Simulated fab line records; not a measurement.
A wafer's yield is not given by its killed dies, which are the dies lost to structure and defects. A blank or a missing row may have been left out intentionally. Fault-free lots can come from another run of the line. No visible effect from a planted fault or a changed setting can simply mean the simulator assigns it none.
fab line records :: flow sky130
record:
  lots: 13
  wafers: 39
  last-day: 50
route steps=708 shown SONOS_ONO@180 SD_N@354 LI_CONTACT@382 PAD_OPEN@708
lots that met no fault: taken from a fault-free run of the same line
start-h: hours from the record's first day to the start of the lot's first wafer shown :: wait-h: time in hours since the lot's previous step :: " repeats the value in the row above :: L1.1+2: one row covering several wafers at once :: - value missing, or start not given :: * or withheld: withheld :: < > ~ a bound
route shown NAME@n: a module of which the file shows steps, and the number in the route of the first :: usual: the fault-free wafers' mean and standard deviation :: same: alike in all rows :: chamber/n: place in a boat :: sites: readings site by site :: _std_site: standard deviation across them :: _edge_site: mean of outer sites minus mean of inner sites :: radius-mm: how far each site lies from the wafer's centre :: mask NAME#n: copy n :: behind: the last tool/chamber to shape the wafer :: hold: reason for holding the lot/hours on hold/outcome of the hold :: device: which transistor (n, p or np) failed to switch :: end of line: the same wafers' tests at the end of the route :: where a step has no rows: the recipe by itself :: killed: not the wafer's yield, but the dies lost to structure and defects at the first sort :: map: a wafer's dies, marking killed ones x, the rest . and places with no die _
set.NAME: the setting the step ran with; set.NAME@STEP: the setting that earlier step ran with :: model.NAME: the simulator's own value behind a step, which no gauge read
the route's steps for a sample of lots (tables are steps, rows are wafers)
services: from which hour (start-h, from the record's first day; less than 0 if before it) a tool's chamber was out of use, for how many hours, and why
== steps ==
step: SKY_SONOS_ONO_DEVELOP_12
recipe:
  develop-time-s: 60
  dev-temp-c: 23
lot.wafer: L295.3+5+6
tool: litho-track-04
chamber: 0
start-h: 284.40
wait-h: 0.1

lot.wafer: L296.1+2+3
tool: litho-track-01
chamber: 0
start-h: 293.07
wait-h: 0.1

lot.wafer: L297.1+3+6
tool: litho-track-02
chamber: 0
start-h: 300.84
wait-h: 0.1

lot.wafer: L298.1+2+6
tool: litho-track-01
chamber: 0
start-h: 304.37
wait-h: 0.1

lot.wafer: L303.4+5+6
tool: litho-track-01
chamber: 0
start-h: 372.34
wait-h: 0.1

lot.wafer: L305.2+4+6
tool: litho-track-02
chamber: 0
start-h: 382.71
wait-h: 0.1

lot.wafer: L304.2+5+6
tool: litho-track-01
chamber: 0
start-h: 382.89
wait-h: 0.1

lot.wafer: L307.1+2+5
tool: litho-track-01
chamber: 0
start-h: 408.67
wait-h: 0.1

lot.wafer: L311.2+5+6
tool: litho-track-04
chamber: 0
start-h: 430.72
wait-h: 0.1

lot.wafer: L312.4+5+6
tool: litho-track-02
chamber: 0
start-h: 431.61
wait-h: 0.1

lot.wafer: L313.2+5+6
tool: litho-track-02
chamber: 0
start-h: 436.41
wait-h: 0.1

lot.wafer: L315.1+2+5
tool: litho-track-04
chamber: 0
start-h: 452.65
wait-h: 0.1

lot.wafer: L316.1+3+4
tool: litho-track-04
chamber: 0
start-h: 462.55
wait-h: 0.1
step: SKY_SONOS_ONO_CD_MEAS_13
recipe:
  target-cd-nm: 410
usual:
  cd-nm: 410.1/2.4
lot.wafer: L295.3
tool: cd-sem-02
chamber: -
start-h: 284.54
wait-h: 0.1
cd-nm: 406.8

lot.wafer: L295.5
tool: cd-sem-02
chamber: -
start-h: 284.54
wait-h: 0.1
cd-nm: 409.1

lot.wafer: L295.6
tool: cd-sem-02
chamber: -
start-h: 284.54
wait-h: 0.1
cd-nm: 409.7

lot.wafer: L296.1
tool: cd-sem-01
chamber: -
start-h: 293.22
wait-h: 0.1
cd-nm: 411.7

lot.wafer: L296.2
tool: cd-sem-01
chamber: -
start-h: 293.22
wait-h: 0.1
cd-nm: 411.5

lot.wafer: L296.3
tool: cd-sem-01
chamber: -
start-h: 293.22
wait-h: 0.1
cd-nm: 412.8

lot.wafer: L297.1
tool: cd-sem-02
chamber: -
start-h: 300.99
wait-h: 0.1
cd-nm: 413.7

lot.wafer: L297.3
tool: cd-sem-02
chamber: -
start-h: 300.99
wait-h: 0.1
cd-nm: 411.0

lot.wafer: L297.6
tool: cd-sem-02
chamber: -
start-h: 300.99
wait-h: 0.1
cd-nm: 413.9

lot.wafer: L298.1
tool: cd-sem-01
chamber: -
start-h: 304.52
wait-h: 0.1
cd-nm: 410.0

lot.wafer: L298.2
tool: cd-sem-01
chamber: -
start-h: 304.52
wait-h: 0.1
cd-nm: 409.0

lot.wafer: L298.6
tool: cd-sem-01
chamber: -
start-h: 304.52
wait-h: 0.1
cd-nm: 408.6

lot.wafer: L303.4
tool: cd-sem-01
chamber: -
start-h: 372.48
wait-h: 0.1
cd-nm: 410.0

lot.wafer: L303.5
tool: cd-sem-01
chamber: -
start-h: 372.48
wait-h: 0.1
cd-nm: 409.3

lot.wafer: L303.6
tool: cd-sem-01
chamber: -
start-h: 372.48
wait-h: 0.1
cd-nm: 409.7

lot.wafer: L305.2
tool: cd-sem-01
chamber: -
start-h: 382.86
wait-h: 0.1
cd-nm: 408.3

lot.wafer: L305.4
tool: cd-sem-01
chamber: -
start-h: 382.86
wait-h: 0.1
cd-nm: 406.9

lot.wafer: L305.6
tool: cd-sem-01
chamber: -
start-h: 382.86
wait-h: 0.1
cd-nm: 407.3

lot.wafer: L304.2
tool: cd-sem-02
chamber: -
start-h: 383.04
wait-h: 0.1
cd-nm: 386.4

lot.wafer: L304.5
tool: cd-sem-02
chamber: -
start-h: 383.04
wait-h: 0.1
cd-nm: 385.3

lot.wafer: L304.6
tool: cd-sem-02
chamber: -
start-h: 383.04
wait-h: 0.1
cd-nm: 385.2

lot.wafer: L307.1
tool: cd-sem-02
chamber: -
start-h: 408.82
wait-h: 0.1
cd-nm: 389.1

lot.wafer: L307.2
tool: cd-sem-02
chamber: -
start-h: 408.82
wait-h: 0.1
cd-nm: 387.1

lot.wafer: L307.5
tool: cd-sem-02
chamber: -
start-h: 408.82
wait-h: 0.1
cd-nm: 386.6

lot.wafer: L311.2
tool: cd-sem-01
chamber: -
start-h: 430.87
wait-h: 0.1
cd-nm: 408.5

lot.wafer: L311.5
tool: cd-sem-01
chamber: -
start-h: 430.87
wait-h: 0.1
cd-nm: 407.4

lot.wafer: L311.6
tool: cd-sem-01
chamber: -
start-h: 430.87
wait-h: 0.1
cd-nm: 406.4

lot.wafer: L312.4
tool: cd-sem-02
chamber: -
start-h: 431.75
wait-h: 0.1
cd-nm: 412.7

lot.wafer: L312.5
tool: cd-sem-02
chamber: -
start-h: 431.75
wait-h: 0.1
cd-nm: 414.6

lot.wafer: L312.6
tool: cd-sem-02
chamber: -
start-h: 431.75
wait-h: 0.1
cd-nm: 415.1

lot.wafer: L313.2
tool: cd-sem-02
chamber: -
start-h: 436.56
wait-h: 0.1
cd-nm: 408.6

lot.wafer: L313.5
tool: cd-sem-02
chamber: -
start-h: 436.56
wait-h: 0.1
cd-nm: 410.0

lot.wafer: L313.6
tool: cd-sem-02
chamber: -
start-h: 436.56
wait-h: 0.1
cd-nm: 408.5

lot.wafer: L315.1
tool: cd-sem-01
chamber: -
start-h: 452.80
wait-h: 0.1
cd-nm: 408.1

lot.wafer: L315.2
tool: cd-sem-01
chamber: -
start-h: 452.80
wait-h: 0.1
cd-nm: 410.8

lot.wafer: L315.5
tool: cd-sem-01
chamber: -
start-h: 452.80
wait-h: 0.1
cd-nm: 413.0

lot.wafer: L316.1
tool: cd-sem-02
chamber: -
start-h: 462.70
wait-h: 0.1
cd-nm: 409.0

lot.wafer: L316.3
tool: cd-sem-02
chamber: -
start-h: 462.70
wait-h: 0.1
cd-nm: 408.5

lot.wafer: L316.4
tool: cd-sem-02
chamber: -
start-h: 462.70
wait-h: 0.1
cd-nm: 406.9
step: SKY_SD_N_TW_MEAS_12
usual:
  SD_N_TW: 4007/33
lot.wafer: L295.3
tool: film-metro-01
chamber: -
start-h: 656.47
wait-h: 0.1
SD_N_TW: 3997

lot.wafer: L295.5
tool: film-metro-01
chamber: -
start-h: 656.47
wait-h: 0.1
SD_N_TW: 3978

lot.wafer: L295.6
tool: film-metro-01
chamber: -
start-h: 656.47
wait-h: 0.1
SD_N_TW: 3994

lot.wafer: L296.1
tool: film-metro-03
chamber: -
start-h: 662.97
wait-h: 0.1
SD_N_TW: 4042

lot.wafer: L296.2
tool: film-metro-03
chamber: -
start-h: 662.97
wait-h: 0.1
SD_N_TW: 4043

lot.wafer: L296.3
tool: film-metro-03
chamber: -
start-h: 662.97
wait-h: 0.1
SD_N_TW: 4042

lot.wafer: L297.1
tool: film-metro-03
chamber: -
start-h: 667.83
wait-h: 0.1
SD_N_TW: 4064

lot.wafer: L297.3
tool: film-metro-03
chamber: -
start-h: 667.83
wait-h: 0.1
SD_N_TW: 4050

lot.wafer: L297.6
tool: film-metro-03
chamber: -
start-h: 667.83
wait-h: 0.1
SD_N_TW: 4035

lot.wafer: L298.1
tool: film-metro-03
chamber: -
start-h: 672.59
wait-h: 0.1
SD_N_TW: 4060

lot.wafer: L298.2
tool: film-metro-03
chamber: -
start-h: 672.59
wait-h: 0.1
SD_N_TW: 4049

lot.wafer: L298.6
tool: film-metro-03
chamber: -
start-h: 672.59
wait-h: 0.1
SD_N_TW: 4062

lot.wafer: L303.4
tool: film-metro-04
chamber: -
start-h: 739.33
wait-h: 0.1
SD_N_TW: 3989

lot.wafer: L303.5
tool: film-metro-04
chamber: -
start-h: 739.33
wait-h: 0.1
SD_N_TW: 3985

lot.wafer: L303.6
tool: film-metro-04
chamber: -
start-h: 739.33
wait-h: 0.1
SD_N_TW: 3984

lot.wafer: L305.2
tool: film-metro-04
chamber: -
start-h: 745.20
wait-h: 0.1
SD_N_TW: 3962

lot.wafer: L305.4
tool: film-metro-04
chamber: -
start-h: 745.20
wait-h: 0.1
SD_N_TW: 3990

lot.wafer: L305.6
tool: film-metro-04
chamber: -
start-h: 745.20
wait-h: 0.1
SD_N_TW: 3966

lot.wafer: L304.2
tool: film-metro-01
chamber: -
start-h: 746.73
wait-h: 0.1
SD_N_TW: 3949

lot.wafer: L304.5
tool: film-metro-01
chamber: -
start-h: 746.73
wait-h: 0.1
SD_N_TW: 3949

lot.wafer: L304.6
tool: film-metro-01
chamber: -
start-h: 746.73
wait-h: 0.1
SD_N_TW: 3948

lot.wafer: L307.1
tool: film-metro-01
chamber: -
start-h: 771.70
wait-h: 0.1
SD_N_TW: 3960

lot.wafer: L307.2
tool: film-metro-01
chamber: -
start-h: 771.70
wait-h: 0.1
SD_N_TW: 3977

lot.wafer: L307.5
tool: film-metro-01
chamber: -
start-h: 771.70
wait-h: 0.1
SD_N_TW: 3970

lot.wafer: L311.2
tool: film-metro-03
chamber: -
start-h: 794.16
wait-h: 0.1
SD_N_TW: 4011

lot.wafer: L311.5
tool: film-metro-03
chamber: -
start-h: 794.16
wait-h: 0.1
SD_N_TW: 4013

lot.wafer: L311.6
tool: film-metro-03
chamber: -
start-h: 794.16
wait-h: 0.1
SD_N_TW: 4022

lot.wafer: L312.4
tool: film-metro-03
chamber: -
start-h: 795.30
wait-h: 0.1
SD_N_TW: 4038

lot.wafer: L312.5
tool: film-metro-03
chamber: -
start-h: 795.30
wait-h: 0.1
SD_N_TW: 4032

lot.wafer: L312.6
tool: film-metro-03
chamber: -
start-h: 795.30
wait-h: 0.1
SD_N_TW: 4022

lot.wafer: L313.2
tool: film-metro-03
chamber: -
start-h: 797.80
wait-h: 0.1
SD_N_TW: 4018

lot.wafer: L313.5
tool: film-metro-03
chamber: -
start-h: 797.80
wait-h: 0.1
SD_N_TW: 4017

lot.wafer: L313.6
tool: film-metro-03
chamber: -
start-h: 797.80
wait-h: 0.1
SD_N_TW: 4028

lot.wafer: L315.1
tool: film-metro-03
chamber: -
start-h: 810.14
wait-h: 0.1
SD_N_TW: 4063

lot.wafer: L315.2
tool: film-metro-03
chamber: -
start-h: 810.14
wait-h: 0.1
SD_N_TW: 4056

lot.wafer: L315.5
tool: film-metro-03
chamber: -
start-h: 810.14
wait-h: 0.1
SD_N_TW: 4041

lot.wafer: L316.1
tool: film-metro-01
chamber: -
start-h: 819.60
wait-h: 0.1
SD_N_TW: 3976

lot.wafer: L316.3
tool: film-metro-01
chamber: -
start-h: 819.60
wait-h: 0.1
SD_N_TW: 3971

lot.wafer: L316.4
tool: film-metro-01
chamber: -
start-h: 819.60
wait-h: 0.1
SD_N_TW: 3998
step: SKY_LI_CONTACT_SPUTTER_20
recipe:
  material: TiN
  target-thk-nm: 20
  chamber-pressure-pa: 5
  power-w: 4000
  time-s: 80
usual:
  throttle-valve-pct: 30.0/0.95
lot.wafer: L295.3
tool: pvd-sputter-04
chamber: -
start-h: 685.61
wait-h: 0.0
throttle-valve-pct: 29.7

lot.wafer: L295.5
tool: pvd-sputter-04
chamber: -
start-h: 685.61
wait-h: 0.0
throttle-valve-pct: 29.7

lot.wafer: L295.6
tool: pvd-sputter-04
chamber: -
start-h: 685.61
wait-h: 0.0
throttle-valve-pct: 30.5

lot.wafer: L296.1
tool: pvd-sputter-03
chamber: -
start-h: 691.65
wait-h: 0.0
throttle-valve-pct: 29.2

lot.wafer: L296.2
tool: pvd-sputter-03
chamber: -
start-h: 691.65
wait-h: 0.0
throttle-valve-pct: 30.1

lot.wafer: L296.3
tool: pvd-sputter-03
chamber: -
start-h: 691.65
wait-h: 0.0
throttle-valve-pct: 28.5

lot.wafer: L297.1
tool: pvd-sputter-04
chamber: -
start-h: 697.09
wait-h: 0.0
throttle-valve-pct: 29.7

lot.wafer: L297.3
tool: pvd-sputter-04
chamber: -
start-h: 697.09
wait-h: 0.0
throttle-valve-pct: 30.5

lot.wafer: L297.6
tool: pvd-sputter-04
chamber: -
start-h: 697.09
wait-h: 0.0
throttle-valve-pct: 30.4

lot.wafer: L298.1
tool: pvd-sputter-03
chamber: -
start-h: 701.10
wait-h: 0.0
throttle-valve-pct: 30.3

lot.wafer: L298.2
tool: pvd-sputter-03
chamber: -
start-h: 701.10
wait-h: 0.0
throttle-valve-pct: 30.5

lot.wafer: L298.6
tool: pvd-sputter-03
chamber: -
start-h: 701.10
wait-h: 0.0
throttle-valve-pct: 30.2

lot.wafer: L303.4
tool: pvd-sputter-02
chamber: -
start-h: 768.51
wait-h: 0.0
throttle-valve-pct: 28.9

lot.wafer: L303.5
tool: pvd-sputter-02
chamber: -
start-h: 768.51
wait-h: 0.0
throttle-valve-pct: 29.8

lot.wafer: L303.6
tool: pvd-sputter-02
chamber: -
start-h: 768.51
wait-h: 0.0
throttle-valve-pct: 28.9

lot.wafer: L305.2
tool: pvd-sputter-04
chamber: -
start-h: 773.76
wait-h: 0.0
throttle-valve-pct: 29.7

lot.wafer: L305.4
tool: pvd-sputter-04
chamber: -
start-h: 773.76
wait-h: 0.0
throttle-valve-pct: 31.3

lot.wafer: L305.6
tool: pvd-sputter-04
chamber: -
start-h: 773.76
wait-h: 0.0
throttle-valve-pct: 29.7

lot.wafer: L304.2
tool: pvd-sputter-02
chamber: -
start-h: 774.85
wait-h: 0.0
throttle-valve-pct: 30.0

lot.wafer: L304.5
tool: pvd-sputter-02
chamber: -
start-h: 774.85
wait-h: 0.0
throttle-valve-pct: 32.2

lot.wafer: L304.6
tool: pvd-sputter-02
chamber: -
start-h: 774.85
wait-h: 0.0
throttle-valve-pct: 28.8

lot.wafer: L307.1
tool: pvd-sputter-03
chamber: -
start-h: 800.37
wait-h: 0.0
throttle-valve-pct: 30.1

lot.wafer: L307.2
tool: pvd-sputter-03
chamber: -
start-h: 800.37
wait-h: 0.0
throttle-valve-pct: 29.3

lot.wafer: L307.5
tool: pvd-sputter-03
chamber: -
start-h: 800.37
wait-h: 0.0
throttle-valve-pct: 30.1

lot.wafer: L311.2
tool: pvd-sputter-03
chamber: -
start-h: 822.92
wait-h: 0.0
throttle-valve-pct: 29.2

lot.wafer: L311.5
tool: pvd-sputter-03
chamber: -
start-h: 822.92
wait-h: 0.0
throttle-valve-pct: 30.0

lot.wafer: L311.6
tool: pvd-sputter-03
chamber: -
start-h: 822.92
wait-h: 0.0
throttle-valve-pct: 30.6

lot.wafer: L312.4
tool: pvd-sputter-02
chamber: -
start-h: 823.61
wait-h: 0.0
throttle-valve-pct: 31.6

lot.wafer: L312.5
tool: pvd-sputter-02
chamber: -
start-h: 823.61
wait-h: 0.0
throttle-valve-pct: 32.1

lot.wafer: L312.6
tool: pvd-sputter-02
chamber: -
start-h: 823.61
wait-h: 0.0
throttle-valve-pct: 28.9

lot.wafer: L313.2
tool: pvd-sputter-02
chamber: -
start-h: 825.96
wait-h: 0.0
throttle-valve-pct: 29.9

lot.wafer: L313.5
tool: pvd-sputter-02
chamber: -
start-h: 825.96
wait-h: 0.0
throttle-valve-pct: 29.8

lot.wafer: L313.6
tool: pvd-sputter-02
chamber: -
start-h: 825.96
wait-h: 0.0
throttle-valve-pct: 28.8

lot.wafer: L315.1
tool: pvd-sputter-03
chamber: -
start-h: 837.70
wait-h: 0.0
throttle-valve-pct: 29.1

lot.wafer: L315.2
tool: pvd-sputter-03
chamber: -
start-h: 837.70
wait-h: 0.0
throttle-valve-pct: 30.1

lot.wafer: L315.5
tool: pvd-sputter-03
chamber: -
start-h: 837.70
wait-h: 0.0
throttle-valve-pct: 29.2

lot.wafer: L316.1
tool: pvd-sputter-04
chamber: -
start-h: 846.57
wait-h: 0.0
throttle-valve-pct: 29.7

lot.wafer: L316.3
tool: pvd-sputter-04
chamber: -
start-h: 846.57
wait-h: 0.0
throttle-valve-pct: 30.4

lot.wafer: L316.4
tool: pvd-sputter-04
chamber: -
start-h: 846.57
wait-h: 0.0
throttle-valve-pct: 31.2
step: SKY_LI_CONTACT_RS_MEAS_22
recipe:
  thk-meas-gauge: four-point-probe
  reads: W_of_LI_CONTACT_CVD_21+TiN_of_LI_CONTACT_SPUTTER_20+Ti_of_LI_CONTACT_SPUTTER_19
usual:
  LI_CONTACT_W_RS: 0.2864/0.0029
lot.wafer: L295.3
tool: film-metro-04
chamber: -
start-h: 685.84
wait-h: 0.1
LI_CONTACT_W_RS[ohm/sq]: 0.2826

lot.wafer: L295.5
tool: film-metro-04
chamber: -
start-h: 685.84
wait-h: 0.1
LI_CONTACT_W_RS[ohm/sq]: 0.2830

lot.wafer: L295.6
tool: film-metro-04
chamber: -
start-h: 685.84
wait-h: 0.1
LI_CONTACT_W_RS[ohm/sq]: 0.2818

lot.wafer: L296.1
tool: film-metro-04
chamber: -
start-h: 691.96
wait-h: 0.2
LI_CONTACT_W_RS[ohm/sq]: 0.2866

lot.wafer: L296.2
tool: film-metro-04
chamber: -
start-h: 691.96
wait-h: 0.2
LI_CONTACT_W_RS[ohm/sq]: 0.2911

lot.wafer: L296.3
tool: film-metro-04
chamber: -
start-h: 691.96
wait-h: 0.2
LI_CONTACT_W_RS[ohm/sq]: 0.2862

lot.wafer: L297.1
tool: film-metro-01
chamber: -
start-h: 697.40
wait-h: 0.2
LI_CONTACT_W_RS[ohm/sq]: 0.2805

lot.wafer: L297.3
tool: film-metro-01
chamber: -
start-h: 697.40
wait-h: 0.2
LI_CONTACT_W_RS[ohm/sq]: 0.2808

lot.wafer: L297.6
tool: film-metro-01
chamber: -
start-h: 697.40
wait-h: 0.2
LI_CONTACT_W_RS[ohm/sq]: 0.2818

lot.wafer: L298.1
tool: film-metro-01
chamber: -
start-h: 701.29
wait-h: 0.1
LI_CONTACT_W_RS[ohm/sq]: 0.2854

lot.wafer: L298.2
tool: film-metro-01
chamber: -
start-h: 701.29
wait-h: 0.1
LI_CONTACT_W_RS[ohm/sq]: 0.2846

lot.wafer: L298.6
tool: film-metro-01
chamber: -
start-h: 701.29
wait-h: 0.1
LI_CONTACT_W_RS[ohm/sq]: 0.2821

lot.wafer: L303.4
tool: film-metro-01
chamber: -
start-h: 768.76
wait-h: 0.1
LI_CONTACT_W_RS[ohm/sq]: 0.2848

lot.wafer: L303.5
tool: film-metro-01
chamber: -
start-h: 768.76
wait-h: 0.1
LI_CONTACT_W_RS[ohm/sq]: 0.2871

lot.wafer: L303.6
tool: film-metro-01
chamber: -
start-h: 768.76
wait-h: 0.1
LI_CONTACT_W_RS[ohm/sq]: 0.2852

lot.wafer: L305.2
tool: film-metro-01
chamber: -
start-h: 773.97
wait-h: 0.1
LI_CONTACT_W_RS[ohm/sq]: 0.2921

lot.wafer: L305.4
tool: film-metro-01
chamber: -
start-h: 773.97
wait-h: 0.1
LI_CONTACT_W_RS[ohm/sq]: 0.2912

lot.wafer: L305.6
tool: film-metro-01
chamber: -
start-h: 773.97
wait-h: 0.1
LI_CONTACT_W_RS[ohm/sq]: 0.2877

lot.wafer: L304.2
tool: film-metro-04
chamber: -
start-h: 775.06
wait-h: 0.1
LI_CONTACT_W_RS[ohm/sq]: 0.2891

lot.wafer: L304.5
tool: film-metro-04
chamber: -
start-h: 775.06
wait-h: 0.1
LI_CONTACT_W_RS[ohm/sq]: 0.2864

lot.wafer: L304.6
tool: film-metro-04
chamber: -
start-h: 775.06
wait-h: 0.1
LI_CONTACT_W_RS[ohm/sq]: 0.2892

lot.wafer: L307.1
tool: film-metro-03
chamber: -
start-h: 800.56
wait-h: 0.1
LI_CONTACT_W_RS[ohm/sq]: 0.2819

lot.wafer: L307.2
tool: film-metro-03
chamber: -
start-h: 800.56
wait-h: 0.1
LI_CONTACT_W_RS[ohm/sq]: 0.2846

lot.wafer: L307.5
tool: film-metro-03
chamber: -
start-h: 800.56
wait-h: 0.1
LI_CONTACT_W_RS[ohm/sq]: 0.2813

lot.wafer: L311.2
tool: film-metro-01
chamber: -
start-h: 823.13
wait-h: 0.1
LI_CONTACT_W_RS[ohm/sq]: 0.2846

lot.wafer: L311.5
tool: film-metro-01
chamber: -
start-h: 823.13
wait-h: 0.1
LI_CONTACT_W_RS[ohm/sq]: 0.2870

lot.wafer: L311.6
tool: film-metro-01
chamber: -
start-h: 823.13
wait-h: 0.1
LI_CONTACT_W_RS[ohm/sq]: 0.2856

lot.wafer: L312.4
tool: film-metro-03
chamber: -
start-h: 823.86
wait-h: 0.1
LI_CONTACT_W_RS[ohm/sq]: 0.2875

lot.wafer: L312.5
tool: film-metro-03
chamber: -
start-h: 823.86
wait-h: 0.1
LI_CONTACT_W_RS[ohm/sq]: 0.2890

lot.wafer: L312.6
tool: film-metro-03
chamber: -
start-h: 823.86
wait-h: 0.1
LI_CONTACT_W_RS[ohm/sq]: 0.2901

lot.wafer: L313.2
tool: film-metro-01
chamber: -
start-h: 826.17
wait-h: 0.1
LI_CONTACT_W_RS[ohm/sq]: 0.2849

lot.wafer: L313.5
tool: film-metro-01
chamber: -
start-h: 826.17
wait-h: 0.1
LI_CONTACT_W_RS[ohm/sq]: 0.2882

lot.wafer: L313.6
tool: film-metro-01
chamber: -
start-h: 826.17
wait-h: 0.1
LI_CONTACT_W_RS[ohm/sq]: 0.2829

lot.wafer: L315.1
tool: film-metro-03
chamber: -
start-h: 837.89
wait-h: 0.1
LI_CONTACT_W_RS[ohm/sq]: 0.2877

lot.wafer: L315.2
tool: film-metro-03
chamber: -
start-h: 837.89
wait-h: 0.1
LI_CONTACT_W_RS[ohm/sq]: 0.2830

lot.wafer: L315.5
tool: film-metro-03
chamber: -
start-h: 837.89
wait-h: 0.1
LI_CONTACT_W_RS[ohm/sq]: 0.2854

lot.wafer: L316.1
tool: film-metro-03
chamber: -
start-h: 846.76
wait-h: 0.1
LI_CONTACT_W_RS[ohm/sq]: 0.2885

lot.wafer: L316.3
tool: film-metro-03
chamber: -
start-h: 846.76
wait-h: 0.1
LI_CONTACT_W_RS[ohm/sq]: 0.2892

lot.wafer: L316.4
tool: film-metro-03
chamber: -
start-h: 846.76
wait-h: 0.1
LI_CONTACT_W_RS[ohm/sq]: 0.2927
step: SKY_PAD_OPEN_PROBE_99
usual:
  killed_at_M0_to_M3: 44/6.4
  killed_at_M4_up: 3.6/2.1
  killed-at-contacts: 23/5.1
  killed-at-front-end: 15/4.3
  killed-at-other: 0.3/0.56
  killed-dies: 86/9
  killed-on-rim: 17/3.3
  killed-open: 47/6.4
  killed-short: 39/5.8
same:
  gross-dies: 492
  killed-at-back-side: 0
lot.wafer: L304.6
tool: prober-02
chamber: -
start-h: 1137.48
wait-h: 0.2
killed_at_M0_to_M3: 47
killed_at_M4_up: 7
killed-at-contacts: 24
killed-at-front-end: 11
killed-at-other: 1
killed-dies: 90
killed-on-rim: 14
killed-open: 42
killed-short: 47

lot.wafer: L307.1
tool: prober-01
chamber: -
start-h: 1156.82
wait-h: 0.1
killed_at_M0_to_M3: 50
killed_at_M4_up: 2
killed-at-contacts: 19
killed-at-front-end: 24
killed-at-other: 1
killed-dies: 96
killed-on-rim: 13
killed-open: 52
killed-short: 43

lot.wafer: L307.2
tool: prober-01
chamber: -
start-h: 1156.87
wait-h: 0.1
killed_at_M0_to_M3: 49
killed_at_M4_up: 1
killed-at-contacts: 39
killed-at-front-end: 12
killed-at-other: 3
killed-dies: 104
killed-on-rim: 23
killed-open: 53
killed-short: 49

lot.wafer: L307.5
tool: prober-01
chamber: -
start-h: 1157.02
wait-h: 0.2
killed_at_M0_to_M3: 48
killed_at_M4_up: 3
killed-at-contacts: 19
killed-at-front-end: 14
killed-at-other: 0
killed-dies: 84
killed-on-rim: 17
killed-open: 41
killed-short: 43
killed by level:class
L304.6 METAL1:geometric-particle:short=9 LI_CONTACT:geometric-particle:open=7 CONTACT:geometric-particle:short=6 CONTACT:geometric-particle:open=6 VIA1:geometric-particle:open=6 VIA3:geometric-particle:open=6 METAL2:geometric-particle:short=5 METAL4:geometric-particle:short=5
L307.1 VIA1:geometric-particle:open=11 VIA2:geometric-particle:open=9 POLY_GATE:geometric-particle:open=7 VIA1:geometric-particle:short=7 LI_CONTACT:geometric-particle:open=6 LOCAL_INTERCONNECT:geometric-particle:short=6 FIELD_ISO:geometric-particle:open=5 METAL1:geometric-particle:short=5
L307.2 LI_CONTACT:geometric-particle:open=11 CONTACT:geometric-particle:open=11 VIA1:geometric-particle:open=10 LOCAL_INTERCONNECT:geometric-particle:short=9 METAL2:geometric-particle:short=9 VIA2:geometric-particle:open=9 FIELD_ISO:geometric-particle:short=7 METAL2:geometric-particle:open=5
L307.5 CONTACT:geometric-particle:open=8 VIA2:geometric-particle:open=8 VIA1:geometric-particle:open=7 METAL2:geometric-particle:short=6 VIA3:geometric-particle:open=6 FIELD_ISO:geometric-particle:short=5 VIA2:geometric-particle:short=5 METAL1:geometric-particle:short=4
== services ==
tool: pvd-sputter-04
chamber: -
start-h: 274.42
hours: 1.7
kind: repair

tool: pvd-sputter-04
chamber: -
start-h: 342.15
hours: 5.5
kind: repair

tool: pvd-sputter-03
chamber: -
start-h: 370.08
hours: 2.6
kind: repair

tool: pvd-sputter-03
chamber: -
start-h: 377.73
hours: 7.7
kind: repair

tool: pvd-sputter-02
chamber: -
start-h: 381.35
hours: 32.5
kind: repair

tool: pvd-sputter-02
chamber: -
start-h: 452.61
hours: 1.5
kind: repair

tool: pvd-sputter-02
chamber: -
start-h: 511.58
hours: 1.9
kind: repair

tool: pvd-sputter-04
chamber: -
start-h: 515.88
hours: 3.3
kind: repair

tool: pvd-sputter-02
chamber: -
start-h: 558.91
hours: 8.4
kind: repair

tool: pvd-sputter-03
chamber: -
start-h: 571.54
hours: 3.1
kind: repair

tool: litho-track-04
chamber: -
start-h: 572.83
hours: -
kind: consumable-replace:filter

tool: pvd-sputter-03
chamber: 2
start-h: 581.52
hours: -
kind: consumable-replace:kit

tool: pvd-sputter-03
chamber: 2
start-h: 581.52
hours: 18.0
kind: scheduled-down

tool: pvd-sputter-03
chamber: 2
start-h: 581.52
hours: 18.0
kind: vent-cycle

tool: pvd-sputter-02
chamber: -
start-h: 597.19
hours: 1.9
kind: repair

tool: pvd-sputter-02
chamber: 3
start-h: 622.48
hours: -
kind: consumable-replace:kit

tool: pvd-sputter-02
chamber: 3
start-h: 622.48
hours: 18.0
kind: scheduled-down

tool: pvd-sputter-02
chamber: 3
start-h: 622.48
hours: 18.0
kind: vent-cycle

tool: litho-track-02
chamber: -
start-h: 626.52
hours: -
kind: consumable-replace:filter

tool: pvd-sputter-03
chamber: -
start-h: 647.76
hours: 5.3
kind: repair

tool: pvd-sputter-04
chamber: 2
start-h: 707.06
hours: -
kind: consumable-replace:kit

tool: pvd-sputter-04
chamber: 2
start-h: 707.06
hours: 18.0
kind: scheduled-down

tool: pvd-sputter-04
chamber: 2
start-h: 707.06
hours: 18.0
kind: vent-cycle

tool: pvd-sputter-02
chamber: -
start-h: 831.94
hours: 8.7
kind: repair
== key ==
first-sign:
  step: SKY_SONOS_ONO_CD_MEAS_13
  reading: cd-nm
  direction: down
  sigmas: 9.8
  usual: 410.1
  struck: 386.6
effect none on later readings
met-at SKY_SONOS_ONO_DEVELOP_12
struck-lots L304,L307
tester-left-out L304,L307
not-acting-at SKY_SD_N_TW_MEAS_12,SKY_LI_CONTACT_SPUTTER_20,SKY_LI_CONTACT_RS_MEAS_22
onset-between 372.34 382.89
fault:
  kind: process-parameter-drift
  tool: litho-track-01
  chamber: -
  onset-h: 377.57
  steps: SKY_SONOS_ONO_DEVELOP_12
  channel: develop-time-s
  offset: *
  shape: step
  end-h: 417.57
  acts-in: *
  stated: *
tester-left-out: of these lots the tester's yield and bins aren't shown, on N5 and GAA mostly nor the transistor test; their killed dies are dies lost to structure and defects alone, not to doping, threshold or leakage, so they don't give the yield
